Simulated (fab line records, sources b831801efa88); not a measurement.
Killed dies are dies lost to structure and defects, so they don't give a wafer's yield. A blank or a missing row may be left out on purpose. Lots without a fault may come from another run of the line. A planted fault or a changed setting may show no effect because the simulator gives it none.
fab line records | flow sky130
record lots=11 wafers=33 last_day=50
route steps=708 shown VT_ADJUST_LVTN@107 VT_ADJUST_NCORE@129 GATE_OXIDE@200
lots that met no fault: from a run of the same line without faults
start_h: hours from the record's first day to the start of the lot's first wafer shown | wait_h: hours since the lot's step before | " the same as in the row above | L1.1+2: a row that stands for several wafers | - no value, or no start given | * or withheld: withheld | < > ~ a bound
route shown NAME@n: a module of which the file shows steps, and the number in the route of the first | usual: mean/standard deviation of fault-free wafers | same: alike in all rows | chamber/n: place in a boat | sites: the reading at each site | _std_site: their standard deviation | _edge_site: outer sites' mean less inner sites' | radius_mm: how far each site lies from the wafer's centre | mask NAME#n: copy n | behind: the tool/chamber that last shaped the wafer | hold: why the lot was held/for how many hours/how that ended | device: the transistor (n, p or np) that didn't switch | end of line: the same wafers' tests at the end of the route | a step without rows: its recipe alone | killed: dies lost to structure and defects at the first sort, not the wafer's yield | map: a wafer's dies, x killed, . not, _ none there
set.NAME: the setting as run; set.NAME@STEP: as run at that earlier step | model.NAME: the simulator's own value behind a step, which no gauge read
steps of the route over a sample of lots; a table a step, a row a wafer
services: from which hour (start_h, from the record's first day; less than 0 if before it) a tool's chamber was out of use, for how many hours, and why
## steps
# step SKY_VT_ADJUST_LVTN_TW_MEAS_10
# usual VT_ADJUST_LVTN_TW=242.1/1.7
# columns lot.wafer tool chamber start_h wait_h VT_ADJUST_LVTN_TW
L168.3 film_metro-04 - 152.02 0.1 237.7
L168.5 " - " " 238.4
L168.6 " - " " 238.4
L169.2 film_metro-04 - 153.91 0.1 237.6
L169.4 " - " " 238.1
L169.6 " - " " 238.7
L170.1 film_metro-02 - 161.75 0.1 243.9
L170.3 " - " " 243.2
L170.5 " - " " 244.2
L172.1 film_metro-04 - 184.15 0.1 239.9
L172.3 " - " " 239.3
L172.4 " - " " 240.7
L174.1 film_metro-02 - 191.05 0.1 243.1
L174.2 " - " " 242.5
L174.4 " - " " 243.0
L176.3 film_metro-03 - 202.57 0.1 242.5
L176.4 " - " " 244.9
L176.5 " - " " 243.2
L178.2 film_metro-02 - 217.01 0.1 243.1
L178.3 " - " " 244.2
L178.4 " - " " 244.2
L180.1 film_metro-02 - 225.90 0.1 243.9
L180.4 " - " " 243.1
L180.6 " - " " 242.9
L181.1 film_metro-04 - 231.05 0.1 241.3
L181.3 " - " " 239.6
L181.4 " - " " 239.9
L188.1 film_metro-03 - 278.20 0.1 242.2
L188.4 " - " " 244.5
L188.5 " - " " 242.2
L190.2 film_metro-03 - 290.86 0.1 241.6
L190.3 " - " " 242.8
L190.6 " - " " 241.6
# step SKY_VT_ADJUST_LVTN_IMPLANT_19
# recipe species=B energy_kev=30 dose_cm2=6.5e+11 tilt_deg=withheld
# usual beam_energy_keV=29.998/0.0085 dose_ions_cm2=6.5e+11/7.3e+08 end_station_pressure_torr=4.99e-06/2.3e-07 faraday_current_uA=3.67/0.074
# columns lot.wafer tool chamber start_h wait_h beam_energy_keV dose_ions_cm2 end_station_pressure_torr faraday_current_uA
L168.3 implanter-01 0 171.60 0.1 29.991 6.486e+11 4.96e-06 3.73
L168.5 " 0 " " 29.980 6.506e+11 5.1e-06 3.65
L168.6 " 0 " " 29.997 6.503e+11 4.99e-06 3.75
L169.2 implanter-04 0 174.12 0.0 30.000 6.498e+11 5.2e-06 3.57
L169.4 " 0 " " 29.990 6.499e+11 4.99e-06 3.63
L169.6 " 0 " " 29.999 6.5e+11 5.11e-06 3.53
L170.1 implanter-01 0 181.87 0.0 30.010 6.495e+11 4.81e-06 3.66
L170.3 " 0 " " 30.007 6.504e+11 4.99e-06 3.58
L170.5 " 0 " " 30.011 6.506e+11 4.94e-06 3.71
L172.1 implanter-01 0 204.60 0.0 30.002 6.5e+11 4.46e-06 3.60
L172.3 " 0 " " 30.005 6.496e+11 4.87e-06 3.65
L172.4 " 0 " " 29.994 6.501e+11 4.69e-06 3.70
L174.1 implanter-04 0 211.55 0.0 29.986 6.504e+11 4.94e-06 3.67
L174.2 " 0 " " 30.008 6.487e+11 4.96e-06 3.75
L174.4 " 0 " " 30.003 6.502e+11 4.52e-06 3.50
L176.3 implanter-01 0 224.07 0.1 29.991 6.503e+11 5.32e-06 3.69
L176.4 " 0 " " 29.996 6.503e+11 4.79e-06 3.69
L176.5 " 0 " " 30.009 6.496e+11 5.03e-06 3.64
L178.2 implanter-01 0 238.65 0.0 30.002 8.831e+11 4.67e-06 5.12
L178.3 " 0 " " 30.005 8.837e+11 5.17e-06 4.94
L178.4 " 0 " " 29.996 8.832e+11 4.88e-06 5.10
L180.1 implanter-01 0 248.10 0.0 30.003 8.823e+11 4.74e-06 4.81
L180.4 " 0 " " 29.986 8.843e+11 4.84e-06 4.98
L180.6 " 0 " " 29.995 8.822e+11 5.16e-06 4.87
L181.1 implanter-02 0 254.40 0.0 29.993 6.51e+11 4.8e-06 3.62
L181.3 " 0 " " 30.010 6.488e+11 5.19e-06 3.67
L181.4 " 0 " " 30.008 6.497e+11 4.44e-06 3.56
L188.1 implanter-04 0 302.90 0.0 29.995 6.499e+11 4.85e-06 3.78
L188.4 " 0 " " 29.998 6.507e+11 4.83e-06 3.70
L188.5 " 0 " " 30.000 6.503e+11 5.26e-06 3.67
L190.2 implanter-04 0 316.07 0.0 29.982 6.507e+11 5.37e-06 3.73
L190.3 " 0 " " 29.994 6.502e+11 4.67e-06 3.71
L190.6 " 0 " " 29.990 6.501e+11 5.32e-06 3.74
# step SKY_VT_ADJUST_LVTN_TW_MEAS_21
# usual VT_ADJUST_LVTN_2_TW=188.2/1.3
# columns lot.wafer tool chamber start_h wait_h VT_ADJUST_LVTN_2_TW
L168.3 film_metro-02 - 171.82 0.1 189.8
L168.5 " - " " 190.7
L168.6 " - " " 189.6
L169.2 film_metro-02 - 174.36 0.1 189.4
L169.4 " - " " 188.9
L169.6 " - " " 189.8
L170.1 film_metro-02 - 182.12 0.1 189.2
L170.3 " - " " 188.6
L170.5 " - " " 188.8
L172.1 film_metro-03 - 204.85 0.1 189.3
L172.3 " - " " 189.5
L172.4 " - " " 190.6
L174.1 film_metro-03 - 211.80 0.1 189.7
L174.2 " - " " 189.0
L174.4 " - " " 189.7
L176.3 film_metro-03 - 224.29 0.1 186.6
L176.4 " - " " 187.5
L176.5 " - " " 187.4
L178.2 film_metro-03 - 238.88 0.1 204.4
L178.3 " - " " 203.9
L178.4 " - " " 203.4
L180.1 film_metro-03 - 248.35 0.1 204.5
L180.4 " - " " 204.4
L180.6 " - " " 204.8
L181.1 film_metro-04 - 254.65 0.1 188.5
L181.3 " - " " 187.2
L181.4 " - " " 187.4
L188.1 film_metro-04 - 303.15 0.1 186.8
L188.4 " - " " 186.1
L188.5 " - " " 186.9
L190.2 film_metro-04 - 316.31 0.1 186.3
L190.3 " - " " 185.1
L190.6 " - " " 185.8
# step SKY_VT_ADJUST_NCORE_STRIP_10
# recipe chemistry=O2/N2 power_w=1400 pressure_mtorr=1500 platen_temp_c=withheld o2_flow_sccm=3000 n2_flow_sccm=300 overash_fraction=0.5
# usual drypump_motor_current_A=5.5/0.59 o2_flow_sccm=3000/7.5 oes_product_au=0.716/0.0048 strip_time_to_endpoint_s=14.19/0.042
# columns lot.wafer tool chamber start_h wait_h drypump_motor_current_A o2_flow_sccm oes_product_au rf_hours_counter_h strip_time_to_endpoint_s
L168.3 plasma_asher-02 1 191.65 0.1 6.4 2992 0.704 - 14.19
L168.5 " 0 " " 5.8 3026 0.715 - 14.20
L168.6 " 1 " " 6.4 2998 0.716 - 14.24
L169.2 plasma_asher-03 0 195.12 0.1 6.0 2993 0.718 39 14.16
L169.4 " 0 " " 6.0 3000 0.715 - 14.17
L169.6 " 0 " " 5.9 2992 0.722 - 14.15
L170.1 plasma_asher-01 0 202.87 0.1 4.8 2990 0.714 54 14.11
L170.3 " 1 " " 5.0 3009 0.715 - 14.17
L170.5 " 1 " " 5.0 2998 0.715 - 14.15
L172.1 plasma_asher-01 1 226.22 0.1 5.0 2996 0.714 56 14.23
L172.3 " 1 " " 5.0 2985 0.718 - 14.19
L172.4 " 0 " " 4.8 2999 0.705 - 14.20
L174.1 plasma_asher-01 0 233.92 0.1 4.8 3007 0.716 57 14.18
L174.2 " 1 " " 5.0 2999 0.720 57 14.16
L174.4 " 0 " " 4.8 3001 0.719 - 14.20
L176.3 plasma_asher-03 1 246.85 0.1 6.0 2996 0.723 - 14.19
L176.4 " 0 " " 6.0 2979 0.703 - 14.23
L176.5 " 0 " " 6.0 2996 0.709 - 14.24
L178.2 plasma_asher-03 0 261.97 0.1 6.0 2998 0.724 46 14.15
L178.3 " 1 " " 6.0 3000 0.717 - 14.20
L178.4 " 0 " " 6.0 3001 0.716 - 14.22
L180.1 plasma_asher-01 1 272.62 0.1 5.0 2999 0.710 60 14.18
L180.4 " 0 " " 4.8 2989 0.706 - 14.23
L180.6 " 0 " " 4.8 2991 0.721 - 14.28
L181.1 plasma_asher-01 0 279.57 0.1 4.8 3002 0.706 61 14.20
L181.3 " 1 " " 5.0 2993 0.710 - 14.21
L181.4 " 0 " " 4.9 2997 0.715 - 14.27
L188.1 plasma_asher-01 1 329.62 0.1 5.0 3002 0.722 66 14.21
L188.4 " 0 " " 4.8 3004 0.715 - 14.25
L188.5 " 1 " " 5.0 3010 0.718 - 14.19
L190.2 plasma_asher-02 1 342.97 0.1 6.4 2998 0.716 65 14.11
L190.3 " 1 " " 6.4 2999 0.719 - 14.09
L190.6 " 1 " " 6.4 3003 0.721 - 14.18
# step SKY_GATE_OXIDE_STRIP_13
# recipe chemistry=O2/N2 power_w=1400 pressure_mtorr=1500 platen_temp_c=withheld o2_flow_sccm=3000 n2_flow_sccm=300 overash_fraction=0.5
# usual drypump_motor_current_A=5.8/0.51 o2_flow_sccm=3002/9.2 oes_product_au=0.716/0.0043 strip_time_to_endpoint_s=14.22/0.036
# columns lot.wafer tool chamber start_h wait_h drypump_motor_current_A o2_flow_sccm oes_product_au rf_hours_counter_h strip_time_to_endpoint_s
L168.3 plasma_asher-02 1 318.14 0.0 6.4 2997 0.721 - 14.18
L168.5 " 1 " " 6.4 2998 0.713 - 14.15
L168.6 " 0 " " 5.8 3004 0.716 - 14.15
L169.2 plasma_asher-03 0 320.25 0.0 6.0 3010 0.717 51 14.26
L169.4 " 1 " " 6.0 2992 0.712 - 14.24
L169.6 " 0 " " 6.0 3016 0.718 - 14.26
L170.1 plasma_asher-02 0 331.00 0.0 5.8 3002 0.724 64 14.17
L170.3 " 1 " " 6.5 2994 0.715 - 14.21
L170.5 " 1 " " 6.4 2996 0.715 - 14.17
L172.1 plasma_asher-01 0 359.90 0.0 4.8 2995 0.715 68 14.22
L172.3 " 1 " " 5.0 3017 0.717 - 14.25
L172.4 " 0 " " 4.8 3008 0.715 - 14.21
L174.1 plasma_asher-03 1 370.90 0.0 6.0 2997 0.710 56 14.24
L174.2 " 0 " " 6.0 2998 0.715 56 14.26
L174.4 " 1 " " 6.0 2993 0.724 - 14.26
L176.3 plasma_asher-02 1 386.71 0.0 6.4 2994 0.717 - 14.27
L176.4 " 0 " " 5.8 3013 0.719 - 14.24
L176.5 " 1 " " 6.5 2999 0.718 - 14.29
L178.2 plasma_asher-03 1 404.72 0.0 6.1 3007 0.720 59 14.23
L178.3 " 1 " " 6.1 2987 0.713 - 14.21
L178.4 " 0 " " 6.0 3003 0.720 - 14.18
L180.1 plasma_asher-03 1 420.27 0.0 6.1 3007 0.720 61 14.23
L180.4 " 1 " " 6.1 3017 0.714 - 14.24
L180.6 " 1 " " 6.1 3012 0.712 - 14.23
L181.1 plasma_asher-02 0 428.45 0.0 5.8 2999 0.719 73 14.25
L181.3 " 0 " " 5.8 3000 0.712 - 14.26
L181.4 " 1 " " 6.4 3006 0.719 - 14.18
L188.1 plasma_asher-03 0 489.60 0.0 6.0 2998 0.714 68 14.20
L188.4 " 1 " " 6.1 2995 0.721 - 14.27
L188.5 " 1 " " 6.0 2988 0.712 - 14.24
L190.2 plasma_asher-01 1 500.72 0.0 5.0 2994 0.710 4 14.23
L190.3 " 1 " " 5.0 3014 0.719 - 14.17
L190.6 " 0 " " 4.8 2994 0.715 - 14.19
## services
# columns tool chamber start_h hours kind
implanter-02 - 153.52 4.0 repair
plasma_asher-02 - 167.38 2.8 pm
implanter-04 - 179.29 4.0 pm
implanter-02 - 247.04 3.5 pm
implanter-04 - 250.49 4.2 repair
implanter-01 - 258.48 5.4 repair
plasma_asher-03 - 262.71 1.7 repair
implanter-04 - 265.11 3.8 pm
plasma_asher-03 - 284.07 2.2 repair
implanter-01 - 307.82 8.3 repair
implanter-02 - 329.77 1.3 repair
implanter-02 - 333.91 5.2 repair
plasma_asher-01 - 346.80 8.8 repair
implanter-02 - 352.70 1.6 repair
implanter-02 - 356.02 3.6 repair
implanter-02 - 374.67 1.6 repair
implanter-04 - 416.91 4.8 repair
implanter-04 - 420.06 2.9 repair
plasma_asher-01 - 421.25 9.0 pm
plasma_asher-01 0 421.25 9.0 vent_cycle
plasma_asher-01 1 421.25 9.0 vent_cycle
implanter-04 - 427.78 9.8 repair
plasma_asher-01 0 430.25 - clean
plasma_asher-01 - 468.55 28.1 pm
## key
first_sign step=SKY_VT_ADJUST_LVTN_IMPLANT_19 reading=dose_ions_cm2 direction=up sigmas=99+ usual=* struck=*
effect step=SKY_VT_ADJUST_LVTN_IMPLANT_19 reading=faraday_current_uA direction=up sigmas=17 usual=3.67 struck=4.97
effect step=SKY_VT_ADJUST_LVTN_TW_MEAS_21 reading=VT_ADJUST_LVTN_2_TW direction=up sigmas=12 usual=188.2 struck=204.3
met_at SKY_VT_ADJUST_LVTN_IMPLANT_19
struck_lots L178,L180
tester_left_out L178,L180
not_acting_at SKY_VT_ADJUST_LVTN_TW_MEAS_10,SKY_VT_ADJUST_NCORE_STRIP_10,SKY_GATE_OXIDE_STRIP_13
onset_between 224.07 238.65
fault kind=process_parameter_drift tool=implanter-01 chamber=- onset_h=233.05 steps=SKY_VT_ADJUST_LVTN_IMPLANT_19 channel=dose_cm2 offset=* shape=step end_h=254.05 acts_in=* stated=*
# tester_left_out: of these lots the tester's yield and bins aren't shown, on N5 and GAA mostly nor the transistor test; their killed dies are dies lost to structure and defects alone, not to doping, threshold or leakage, so they don't give the yield
